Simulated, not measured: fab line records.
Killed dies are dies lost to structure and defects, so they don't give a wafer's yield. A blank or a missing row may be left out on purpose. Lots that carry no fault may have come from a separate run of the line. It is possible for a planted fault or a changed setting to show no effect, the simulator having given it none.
Struck lot and sound lot, side by side -- flow gf180mcu -- 18 out of 602 route steps
Sound: wafers L578.1, L578.2, L578.4. Struck: wafer L580.6 (L580.2, L580.5, from the same lot, were not struck and are left out); the cause is given at the end.
Order at every step that has rows: each side's tool, ch and its chambers, its first start. Under that, the readings that differ: sound wafers -- struck wafers -- difference of the means -- sigmas: that difference in standard deviations of wafers without a fault.
alike: readings whose means differ by less than 2 such deviations, and words and numbers that are the same on both sides. not compared: withheld readings, readings that some wafer has no value for, bounds like >300 that may hide the same value, and numbers for which the record gives no deviation and whose values overlap.
Wherever a step has rows on one side only, a row that says differs or no value, or a row with sigmas, the two part there. Numbers that have no deviation but don't overlap get no sigmas and don't part them. A reading that every wafer of one side lacks parts them only if that side has two wafers or more.

first, 3 steps without rows for these wafers: GF_V2_EXPOSE_11 (exposes mask Via2, target cd 260 nm); GF_V2_PEB_12 (peb time 90 s); GF_V2_DEVELOP_13 (develop time 60 s).
GF_V2_CD_MEAS_14 targets a cd of 260 nm.
  sound on cd_sem-01 at day 20 23:33; struck on cd_sem-02 at day 21 17:12
  alike: cd_nm
GF_V2_OVL_MEAS_15:
  sound on overlay-02 at day 20 23:40; struck on overlay-02 at day 21 17:19
  alike: V2_OVL
GF_V2_ETCH_16: etches BARC in N2/H2.
  sound on rie_diel-02 ch 0,1,2, day 20 23:43; struck on rie_diel-02 ch 2, day 21 17:20
reading,sound,struck,difference,sigmas
drypump_motor_current_A (A),5.7 6.7 5.6,6.7,+0.7,+2
  alike: oes_product_au, throttle_valve_pct
GF_V2_ETCH_17: etches SiO2 in C4F8/O2/Ar, stops on TiN, target depth 630 nm.
  sound on rie_diel-02 ch 0,1,2; struck on rie_diel-02 ch 2
  alike: oes_product_au
GF_V2_STRIP_18: strips in O2/N2.
  sound on plasma_asher-02 ch 0,1, day 20 23:50; struck on plasma_asher-02 ch 1, day 21 17:28
  alike: drypump_motor_current_A, heater_power_w, oes_product_au
  not compared: rf_hours_counter_h
then, 2 steps without rows for these wafers: GF_V2_STRIP_19 (strips in post etch residue remover, time 1200 s); GF_V2_CLEAN_20 (cleans in DIW).
GF_V2_SPUTTER_21: material Ti, target thk 15 nm, time 80.02 s.
  sound on pvd_sputter-04 at day 21 00:24; struck on pvd_sputter-04 at day 21 18:00
  alike: throttle_valve_pct
then, 1 step without rows for these wafers: GF_V2_SPUTTER_22 (material TiN, target thk 10 nm, time 40 s).
GF_V2_CVD_23: deposits W, target thk 350 nm, time 104.94 s.
  sound on cvd_w-02 ch 0, day 21 00:30; struck on cvd_w-02 ch 0, day 21 18:06
reading,sound,struck,difference,sigmas
model.W_of_V2_CVD_23.thk_nm (nm),348.5 344.9 345.4,477.3,+131.0,
  alike: heater_power_w
GF_V2_RS_MEAS_24: measures by four-point-probe.
  sound on film_metro-02 at day 21 00:44; struck on film_metro-02 at day 21 18:14
reading,sound,struck,difference,sigmas
V2_W_RS (ohm/sq),0.329 0.332 0.331,0.239,-0.092,-28
GF_V2_THK_MEAS_25: measures by xrf.
  sound on film_metro-02 at day 21 00:51; struck on film_metro-02 at day 21 18:21
reading,sound,struck,difference,sigmas
V2_W_THK (nm),352 349 352,486,+135,+31
GF_V2_CMP_26: polishes, stops on SiO2, t overpolish 15 s, target thk 0 nm.
  sound on cmp-02 ch 0,1,2, day 21 00:55; struck on cmp-02 ch 1, day 21 18:33
reading,sound,struck,difference,sigmas
time_to_endpoint_s (s),79 79 84,108,+27,+8
  alike: motor_current_A, slurry_filter_dp_kPa, slurry_flow_ml_min
GF_M3_SPUTTER_00: material Ti, target thk 37.5 nm, time 150 s.
  sound on pvd_sputter-01 at day 21 01:13; struck on pvd_sputter-03 at day 21 18:42
reading,sound,struck,difference,sigmas
throttle_valve_pct (%),30.9 29.8 30.2,27.5,-2.8,-3
-- the record jumps here: 8 days lie between the struck wafers' starts before and after (it left off in module M3 and takes up again in module PASSIVATION, whose first step shown is number 602 of the route) --
GF_PASSIVATION_PROBE_99:
  record: rows for the struck wafers here (prober-02, day 30 05:46), none for the sound ones

## WHERE THEY PART
At GF_V2_ETCH_16 first; at GF_PASSIVATION_PROBE_99 last (within this record only).

WHY: what had been put in by the simulator
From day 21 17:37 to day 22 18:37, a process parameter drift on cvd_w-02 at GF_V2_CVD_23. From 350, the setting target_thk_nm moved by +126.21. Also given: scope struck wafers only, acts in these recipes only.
